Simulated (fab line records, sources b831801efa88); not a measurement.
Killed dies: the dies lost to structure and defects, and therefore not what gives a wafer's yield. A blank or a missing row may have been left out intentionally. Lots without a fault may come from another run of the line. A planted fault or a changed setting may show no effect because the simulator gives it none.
Chamber matching    flow gf180mcu    GF_CONTACT_CMP_27 on cmp-02: 4 sister chambers
The step polishes, stops on SiO2, t overpolish 15 s, target thk 0 nm. 4 wafers are shown with their chamber, then 7 later ones without.

## WAFERS PAIRED WITH THEIR CHAMBERS
wafer   chamber  motorCurrentA (A)
L517.5  1        10.9
L527.6  0        11.1
L531.3  2        12.7
L531.4  3        12.8

## WAFERS WITH NO CHAMBER GIVEN
wafer   motorCurrentA (A)
L531.6  11.8
L535.2  11.4
L535.3  10.7
L535.5  10.1
L536.1  10.7
L536.3  12.3
L536.5  10.1

## EACH ONE'S CHAMBER
wafer   from the rows above                in truth
L531.6  can't be placed: 0 or 2 or 1 or 3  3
L535.2  can't be placed: 0 or 1 or 2       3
L535.3  can't be placed: 1 or 0            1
L535.5  can't be placed: 1 or 0            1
L536.1  can't be placed: 1 or 0            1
L536.3  can't be placed: 2 or 3 or 0 or 1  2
L536.5  can't be placed: 1 or 0            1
0 of 7 placed correctly. Not placeable from these rows: 7 (in 6, the candidates include the true chamber). Wrongly placed: 0.
How it was worked out, from the rows above alone: a wafer's distance from a chamber is the root of the sum, over the readings, of the square of ((its reading less the chamber's mean) divided by the reading's scatter). The wafer belongs to the nearest chamber; if the next one is less than 2 further off, it can't be placed. For every chamber, the mean is computed from those of its wafers that are shown. The scatter: with one shown wafer a chamber, the root of the mean of the squares of how far each hidden wafer lies from its nearest shown one.
